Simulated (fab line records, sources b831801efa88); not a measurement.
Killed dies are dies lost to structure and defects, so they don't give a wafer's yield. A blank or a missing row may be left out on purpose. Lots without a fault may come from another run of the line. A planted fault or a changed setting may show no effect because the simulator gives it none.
One fault seen from 2 desks | flow gf180mcu | each desk has only its own numbers; what lay behind them comes last

THE METROLOGY DESK
What the gauges read, lot by lot, whatever tool the lot ran on: means of the sampled wafers that have a number. A lot is out of limits, marked OUT, if its mean lies more than 4 standard deviations from the usual mean; the brackets give that distance.
Columns: A = V3_BOW at GF_V3_BOW_MEAS_05, usual 116 um; B = cd_nm at GF_V3_CD_MEAS_14, usual 260.0 nm; C = V3_OVL at GF_V3_OVL_MEAS_15, usual 4 nm
lot  | first seen here | A   | B     | C
L226 | day 20 12:47    | 131 | 260.4 | 16
L229 | day 22 04:07    | 131 | 259.6 | 7
L241 | day 26 07:32    | 116 | 261.7 | 8
L245 | day 27 10:44    | 118 | 261.9 | 4
L247 | day 27 23:48    | 112 | 259.4 | 14
L249 | day 28 16:05    | 120 | 259.6 | 9
This desk's finding: nothing out of limits on any of the 6 lots.

THE TOOL OWNER'S DESK: rie_diel-02
The tool's own readings at GF_V3_ETCH_17 (etches SiO2 in C4F8/O2/Ar, stops on TiN, target depth 635 nm): means of the sampled wafers that have a number, for each lot that ran on this tool. A lot is out of limits, marked OUT, if its mean lies more than 4 standard deviations from the usual mean; the brackets give that distance.
Columns: A = bias_w at GF_V3_ETCH_17, usual 1200 W; B = chamber_pressure_mTorr at GF_V3_ETCH_17, usual 40.00 mTorr; C = oes_product_au at GF_V3_ETCH_17, usual 0.856 a.u.
lot  | first seen here | A              | B     | C
L229 | day 23 04:00    | 1202           | 40.00 | 0.857
L241 | day 27 05:00    | 1406 (+61) OUT | 40.02 | 0.859
L247 | day 28 18:00    | 1413 (+63) OUT | 40.00 | 0.859
This desk's finding: out of limits on L241, L247; first on L241, day 27 05:00 (bias_w at GF_V3_ETCH_17). In limits: L229.

PUT TOGETHER
The tool owner's desk could have raised an alarm at day 27 05:00, on L241, L247.
The metrology desk saw nothing out of limits.
The metrology desk has L241, L247 on record, within its limits.
Of the lots named, all ran GF_V3_ETCH_17 on rie_diel-02.

WHAT THE SIMULATOR HAD PUT IN
Process parameter drift: rie_diel-02, from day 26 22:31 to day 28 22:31, at GF_V3_ETCH_17. Setting bias_w, moved by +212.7, from 1200. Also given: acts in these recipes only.
Lots struck among those shown: L241, L247.
Hours from the fault's start to each desk's first reading out of limits: the tool owner's desk, 6.
